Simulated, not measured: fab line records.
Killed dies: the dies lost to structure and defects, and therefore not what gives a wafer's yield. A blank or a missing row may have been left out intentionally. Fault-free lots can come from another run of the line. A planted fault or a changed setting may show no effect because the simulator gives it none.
fab line records ; flow sky130
[record] lots = 7; wafers = 21; last_day = 47
route steps=708 shown VT_ADJUST_HVTP@93 VT_ADJUST_LVTN@97
lots that met no fault: from a run of the same line without faults
start_h: hours from the record's first day to the start of the lot's first wafer shown ; wait_h: hours since the lot's step before ; " repeats the value in the row above ; L1.1+2: several wafers, shown together as one row ; - no value, or no start was given ; * or withheld: withheld ; < > ~ a bound
route shown NAME@n: names a module that has steps shown in the file, with the first one's number in the route ; usual: the fault-free wafers' mean and standard deviation ; same: alike in all rows ; chamber/n: place in a boat ; sites: readings site by site ; _std_site: standard deviation across them ; _edge_site: inner sites' mean taken away from outer sites' mean ; radius_mm: how far each site lies from the wafer's centre ; mask NAME#n: copy n ; behind: the last tool/chamber to shape the wafer ; hold: reason for holding the lot/hours on hold/outcome of the hold ; device: the transistor (n, p or np) that didn't switch ; end of line: at the end of the route, the tests of the same wafers ; where a step has no rows: the recipe by itself ; killed: dies lost to structure and defects at the first sort, not the wafer's yield ; map: the dies of a wafer, with x for killed, . for not killed, _ for no die there
set.NAME: the setting that was run; set.NAME@STEP: the one run at that earlier step ; model.NAME: the simulator's own value behind a step, which no gauge read
lots at selected steps of the route; one table per step, one row per wafer
services: from which hour (start_h, from the record's first day; less than 0 if before it) a tool's chamber was out of use, for how many hours, and why
[[steps]]
[step SKY_VT_ADJUST_HVTP_OVL_MEAS_08]
[usual] VT_ADJUST_HVTP_OVL = 0.2/1.4
lot.wafer;tool;chamber;start_h;wait_h;VT_ADJUST_HVTP_OVL[nm]
L842.1;overlay-01;-;120.77;0.1;-1.6
L842.3;overlay-01;-;120.77;0.1;-2.0
L842.6;overlay-01;-;120.77;0.1;-0.4
L843.2;overlay-01;-;130.56;0.1;-1.3
L843.3;overlay-01;-;130.56;0.1;0.7
L843.5;overlay-01;-;130.56;0.1;-0.4
L844.1;overlay-02;-;135.78;0.1;0.4
L844.2;overlay-02;-;135.78;0.1;1.0
L844.6;overlay-02;-;135.78;0.1;1.0
L845.2;overlay-01;-;141.81;0.1;-0.8
L845.3;overlay-01;-;141.81;0.1;-1.8
L845.6;overlay-01;-;141.81;0.1;0.9
L846.1;overlay-02;-;149.92;0.1;1.6
L846.2;overlay-02;-;149.92;0.1;0.3
L846.3;overlay-02;-;149.92;0.1;-0.8
L847.1;overlay-01;-;162.05;0.1;-0.8
L847.3;overlay-01;-;162.05;0.1;-0.6
L847.5;overlay-01;-;162.05;0.1;-1.1
L848.2;overlay-02;-;165.08;0.1;-1.9
L848.3;overlay-02;-;165.08;0.1;-2.6
L848.4;overlay-02;-;165.08;0.1;-1.7
[step SKY_VT_ADJUST_HVTP_IMPLANT_09]
[recipe] species = As; energy_kev = 150; dose_cm2 = 4.3e+12; tilt_deg = withheld
[step SKY_VT_ADJUST_HVTP_STRIP_10]
[recipe] chemistry = O2/N2; power_w = 1400; pressure_mtorr = 1500; platen_temp_c = withheld; o2_flow_sccm = 3000; n2_flow_sccm = 300; overash_fraction = 0.5
[usual] chamber_pressure_mTorr = 1499.9/1.2; drypump_motor_current_A = 5.8/0.37; oes_product_au = 0.716/0.0043; strip_time_to_endpoint_s = 14.19/0.043
lot.wafer;tool;chamber;start_h;wait_h;chamber_pressure_mTorr;drypump_motor_current_A;oes_product_au;rf_hours_counter_h;strip_time_to_endpoint_s
L842.1;plasma_asher-04;1;120.96;0.1;1499.7;5.9;0.721;43;14.11
L842.3;plasma_asher-04;0;120.96;0.1;1498.6;5.6;0.717;-;14.12
L842.6;plasma_asher-04;1;120.96;0.1;1500.0;6.0;0.719;-;14.18
L843.2;plasma_asher-01;1;130.74;0.1;1499.9;5.6;0.719;32;14.14
L843.3;plasma_asher-01;1;130.74;0.1;1501.3;5.5;0.720;-;14.14
L843.5;plasma_asher-01;1;130.74;0.1;1500.7;5.6;0.722;-;14.20
L844.1;plasma_asher-04;1;135.96;0.1;1497.6;5.9;0.720;44;14.06
L844.2;plasma_asher-04;0;135.96;0.1;1499.4;5.6;0.715;44;14.09
L844.6;plasma_asher-04;0;135.96;0.1;1499.0;5.6;0.714;-;14.06
L845.2;plasma_asher-03;1;141.99;0.1;1499.6;6.0;0.712;46;14.17
L845.3;plasma_asher-03;0;141.99;0.1;1500.7;5.2;0.717;-;14.17
L845.6;plasma_asher-03;0;141.99;0.1;1499.8;5.2;0.713;-;14.17
L846.1;plasma_asher-03;1;150.11;0.1;1500.0;6.0;0.718;47;14.23
L846.2;plasma_asher-03;0;150.11;0.1;1501.1;5.2;0.714;47;14.20
L846.3;plasma_asher-03;0;150.11;0.1;1499.7;5.1;0.723;-;14.21
L847.1;plasma_asher-01;1;162.24;0.1;1498.3;5.6;0.714;34;14.23
L847.3;plasma_asher-01;1;162.24;0.1;1499.2;5.5;0.711;-;14.24
L847.5;plasma_asher-01;0;162.24;0.1;1500.8;6.3;0.714;-;14.22
L848.2;plasma_asher-01;0;165.26;0.1;1500.4;6.3;0.715;35;14.14
L848.3;plasma_asher-01;0;165.26;0.1;1498.8;6.4;0.715;-;14.14
L848.4;plasma_asher-01;1;165.26;0.1;1499.9;5.5;0.717;-;14.13
[step SKY_VT_ADJUST_HVTP_TW_MEAS_11]
[usual] VT_ADJUST_HVTP_TW = 1351/11
lot.wafer;tool;chamber;start_h;wait_h;VT_ADJUST_HVTP_TW
L842.1;film_metro-04;-;121.06;0.1;1337
L842.3;film_metro-04;-;121.06;0.1;1342
L842.6;film_metro-04;-;121.06;0.1;1341
L843.2;film_metro-04;-;130.85;0.1;1342
L843.3;film_metro-04;-;130.85;0.1;1338
L843.5;film_metro-04;-;130.85;0.1;1342
L844.1;film_metro-01;-;136.06;0.1;1350
L844.2;film_metro-01;-;136.06;0.1;1355
L844.6;film_metro-01;-;136.06;0.1;1347
L845.2;film_metro-03;-;142.10;0.1;1361
L845.3;film_metro-03;-;142.10;0.1;1359
L845.6;film_metro-03;-;142.10;0.1;1356
L846.1;film_metro-04;-;150.21;0.1;1346
L846.2;film_metro-04;-;150.21;0.1;1330
L846.3;film_metro-04;-;150.21;0.1;1346
L847.1;film_metro-01;-;162.34;0.1;1348
L847.3;film_metro-01;-;162.34;0.1;1354
L847.5;film_metro-01;-;162.34;0.1;1352
L848.2;film_metro-01;-;165.37;0.1;1355
L848.3;film_metro-01;-;165.37;0.1;1357
L848.4;film_metro-01;-;165.37;0.1;1358
[step SKY_VT_ADJUST_LVTN_DEHYDRATE_00]
[recipe] temp_c = 200; time_s = 60
[step SKY_VT_ADJUST_LVTN_HMDS_01]
[recipe] prime_time_s = 60; prime_temp_c = 120
[step SKY_VT_ADJUST_LVTN_COAT_02]
[recipe] spin_rpm = 2000; resist_thk_nm = 3000
[step SKY_VT_ADJUST_LVTN_SOFTBAKE_03]
[recipe] temp_c = 110; time_s = withheld
[step SKY_VT_ADJUST_LVTN_EXPOSE_04]
[recipe] mask_id = NWM_COMPLEMENT_LESS_NATIVE; na = 0.6; source_shape = conventional; sigma_outer = 0.6; polarization = unpolarized; target_cd_nm = 840; dose_mj = 194
[step SKY_VT_ADJUST_LVTN_PEB_05]
[recipe] temp_c = 115; time_s = withheld
[step SKY_VT_ADJUST_LVTN_DEVELOP_06]
[recipe] wall_angle_deg = 90; developer = TMAH; develop_time_s = 60; dev_temp_c = 23
[step SKY_VT_ADJUST_LVTN_OVL_MEAS_07]
[usual] VT_ADJUST_LVTN_OVL = 0.1/1.6
lot.wafer;tool;chamber;start_h;wait_h;VT_ADJUST_LVTN_OVL[nm]
L842.1;overlay-02;-;140.91;-;-0.8
L842.3;overlay-02;-;140.91;-;0.5
L842.6;overlay-02;-;140.91;-;0.8
L843.2;overlay-01;-;151.02;-;0.0
L843.3;overlay-01;-;151.02;-;-2.0
L843.5;overlay-01;-;151.02;-;-0.3
L844.1;overlay-01;-;155.61;-;0.7
L844.2;overlay-01;-;155.61;-;0.6
L844.6;overlay-01;-;155.61;-;0.3
L845.2;overlay-02;-;162.07;-;-0.7
L845.3;overlay-02;-;162.07;-;-1.4
L845.6;overlay-02;-;162.07;-;-0.2
L846.1;overlay-01;-;170.51;-;-1.4
L846.2;overlay-01;-;170.51;-;-0.7
L846.3;overlay-01;-;170.51;-;-0.9
L847.1;overlay-01;-;182.96;-;1.0
L847.3;overlay-01;-;182.96;-;-0.7
L847.5;overlay-01;-;182.96;-;0.7
L848.2;overlay-02;-;186.66;-;0.6
L848.3;overlay-02;-;186.66;-;-1.9
L848.4;overlay-02;-;186.66;-;-1.4
[step SKY_VT_ADJUST_LVTN_IMPLANT_08]
[recipe] species = B; energy_kev = 30; dose_cm2 = 1.57e+12; tilt_deg = withheld
[usual] implant_ion_amu = 11/0
lot.wafer;tool;chamber;start_h;wait_h;implant_ion_amu;model.implant.rp_nm;model.implant.drp_nm
L842.1;implanter-01;0;140.94;0.0;11;99.12;42.97
L842.3;implanter-01;0;140.94;0.0;11;99.12;42.97
L842.6;implanter-01;0;140.94;0.0;11;99.12;42.97
L843.2;implanter-01;0;151.07;0.0;11;96.17;42.97
L843.3;implanter-01;0;151.07;0.0;11;96.17;42.97
L843.5;implanter-01;0;151.07;0.0;11;96.17;42.97
L844.1;implanter-03;0;155.64;0.0;11;97.3;42.97
L844.2;implanter-03;0;155.64;0.0;11;97.3;42.97
L844.6;implanter-03;0;155.64;0.0;11;97.3;42.97
L845.2;implanter-04;0;162.12;0.0;11;96.48;42.97
L845.3;implanter-04;0;162.12;0.0;11;96.48;42.97
L845.6;implanter-04;0;162.12;0.0;11;96.48;42.97
L846.1;implanter-03;0;170.55;0.0;31;34.73;16.56
L846.2;implanter-03;0;170.55;0.0;31;34.73;16.56
L846.3;implanter-03;0;170.55;0.0;31;34.73;16.56
L847.1;implanter-03;0;182.99;0.0;31;36.06;16.56
L847.3;implanter-03;0;182.99;0.0;31;36.06;16.56
L847.5;implanter-03;0;182.99;0.0;31;36.06;16.56
L848.2;implanter-03;0;186.71;0.0;31;35.94;16.56
L848.3;implanter-03;0;186.71;0.0;31;35.94;16.56
L848.4;implanter-03;0;186.71;0.0;31;35.94;16.56
[step SKY_VT_ADJUST_LVTN_STRIP_09]
[recipe] chemistry = O2/N2; power_w = 1400; pressure_mtorr = 1500; platen_temp_c = withheld; o2_flow_sccm = 3000; n2_flow_sccm = 300; overash_fraction = 0.5
[usual] chamber_pressure_mTorr = 1500.1/1.4; drypump_motor_current_A = 5.60/0.25; oes_product_au = 0.722/0.0043; strip_time_to_endpoint_s = 36.89/0.11
lot.wafer;tool;chamber;start_h;wait_h;chamber_pressure_mTorr;drypump_motor_current_A;oes_product_au;rf_hours_counter_h;strip_time_to_endpoint_s
L842.1;plasma_asher-04;0;141.09;0.1;1499.4;5.62;0.722;45;36.77
L842.3;plasma_asher-04;1;141.09;0.1;1499.9;5.92;0.728;-;36.96
L842.6;plasma_asher-04;0;141.09;0.1;1499.4;5.67;0.726;-;37.02
L843.2;plasma_asher-04;0;151.20;0.1;1501.1;5.62;0.725;46;37.04
L843.3;plasma_asher-04;0;151.20;0.1;1499.5;5.62;0.726;-;36.93
L843.5;plasma_asher-04;0;151.20;0.1;1495.6;5.65;0.737;-;37.06
L844.1;plasma_asher-03;1;155.79;0.1;1498.9;6.03;0.720;47;36.82
L844.2;plasma_asher-03;0;155.79;0.1;1499.4;5.12;0.720;47;36.74
L844.6;plasma_asher-03;0;155.79;0.1;1502.5;5.14;0.718;-;36.82
L845.2;plasma_asher-02;0;162.25;0.1;1501.6;5.57;0.728;4;36.77
L845.3;plasma_asher-02;0;162.25;0.1;1498.0;5.57;0.729;-;36.86
L845.6;plasma_asher-02;0;162.25;0.1;1501.2;5.55;0.720;-;36.87
L846.1;plasma_asher-03;0;170.70;0.1;1499.9;5.16;0.719;49;36.75
L846.2;plasma_asher-03;1;170.70;0.1;1497.8;6.00;0.719;49;36.89
L846.3;plasma_asher-03;1;170.70;0.1;1498.6;6.01;0.719;-;36.75
L847.1;plasma_asher-04;1;183.14;0.1;1499.8;5.87;0.726;49;37.03
L847.3;plasma_asher-04;1;183.14;0.1;1498.2;5.91;0.720;-;36.89
L847.5;plasma_asher-04;0;183.14;0.1;1502.1;5.64;0.723;-;37.03
L848.2;plasma_asher-02;1;186.84;0.1;1499.3;5.45;0.722;6;36.91
L848.3;plasma_asher-02;0;186.84;0.1;1499.6;5.53;0.724;-;36.91
L848.4;plasma_asher-02;1;186.84;0.1;1499.1;5.46;0.730;-;36.85
[step SKY_VT_ADJUST_LVTN_TW_MEAS_10]
[usual] VT_ADJUST_LVTN_TW = 240.4/2.1
lot.wafer;tool;chamber;start_h;wait_h;VT_ADJUST_LVTN_TW
L842.1;film_metro-04;-;141.19;0.1;239.4
L842.3;film_metro-04;-;141.19;0.1;239.6
L842.6;film_metro-04;-;141.19;0.1;239.9
L843.2;film_metro-04;-;151.31;0.1;240.7
L843.3;film_metro-04;-;151.31;0.1;240.0
L843.5;film_metro-04;-;151.31;0.1;239.8
L844.1;film_metro-04;-;155.89;0.1;239.3
L844.2;film_metro-04;-;155.89;0.1;239.9
L844.6;film_metro-04;-;155.89;0.1;239.8
L845.2;film_metro-02;-;162.36;0.1;240.2
L845.3;film_metro-02;-;162.36;0.1;240.5
L845.6;film_metro-02;-;162.36;0.1;241.6
L846.1;film_metro-04;-;170.80;0.1;466.9
L846.2;film_metro-04;-;170.80;0.1;467.2
L846.3;film_metro-04;-;170.80;0.1;465.9
L847.1;film_metro-03;-;183.24;0.1;479.5
L847.3;film_metro-03;-;183.24;0.1;475.1
L847.5;film_metro-03;-;183.24;0.1;476.0
L848.2;film_metro-04;-;186.95;0.1;466.0
L848.3;film_metro-04;-;186.95;0.1;466.3
L848.4;film_metro-04;-;186.95;0.1;465.3
[step SKY_VT_ADJUST_LVTN_DEHYDRATE_11]
[recipe] temp_c = 200; time_s = 60
[[services]]
tool;chamber;start_h;hours;kind
implanter-04;-;101.33;3.1;repair
plasma_asher-04;-;104.48;2.5;repair
implanter-03;-;108.62;3.4;pm
plasma_asher-02;-;108.75;9.0;pm
plasma_asher-02;0;108.75;9.0;vent_cycle
plasma_asher-02;1;108.75;9.0;vent_cycle
plasma_asher-02;0;117.75;-;clean
plasma_asher-02;1;117.75;-;clean
implanter-04;-;121.99;4.2;pm
plasma_asher-03;-;124.32;2.8;pm
implanter-03;-;159.20;4.5;repair
[[key]]
[first_sign] step = SKY_VT_ADJUST_LVTN_IMPLANT_08; reading = implant_ion_amu; direction = up; sigmas = 99+; usual = 11; struck = 31
[effect] step = SKY_VT_ADJUST_LVTN_TW_MEAS_10; reading = VT_ADJUST_LVTN_TW; direction = up; sigmas = 99+; usual = 240.4; struck = 469.8
[model_effect] step = SKY_VT_ADJUST_LVTN_IMPLANT_08; value = implant.rp_nm; without = 95.42; struck = 35.58
met_at SKY_VT_ADJUST_LVTN_IMPLANT_08
struck_wafers L846.1,L846.2,L846.3,L847.1,L847.3,L847.5,L848.2,L848.3,L848.4
sort_left_out L846.1,L846.2,L846.3,L847.1,L847.3,L847.5,L848.2,L848.3,L848.4
tester_left_out L846,L847,L848
onset_between 162.12 170.55
[fault] kind = wrong_recipe_download; tool = implanter-01,implanter-03,implanter-04; chamber = -; onset_h = 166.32; steps = SKY_VT_ADJUST_LVTN_IMPLANT_08; wrong_recipe.not_listed = 1
// tester_left_out: of these lots the tester's yield and bins aren't shown, on N5 and GAA mostly nor the transistor test; their killed dies are dies lost to structure and defects alone, not to doping, threshold or leakage, so they don't give the yield
// sort_left_out: the simulated sort isn't trusted on such a fault, so these wafers' sort isn't shown, and their yield isn't known
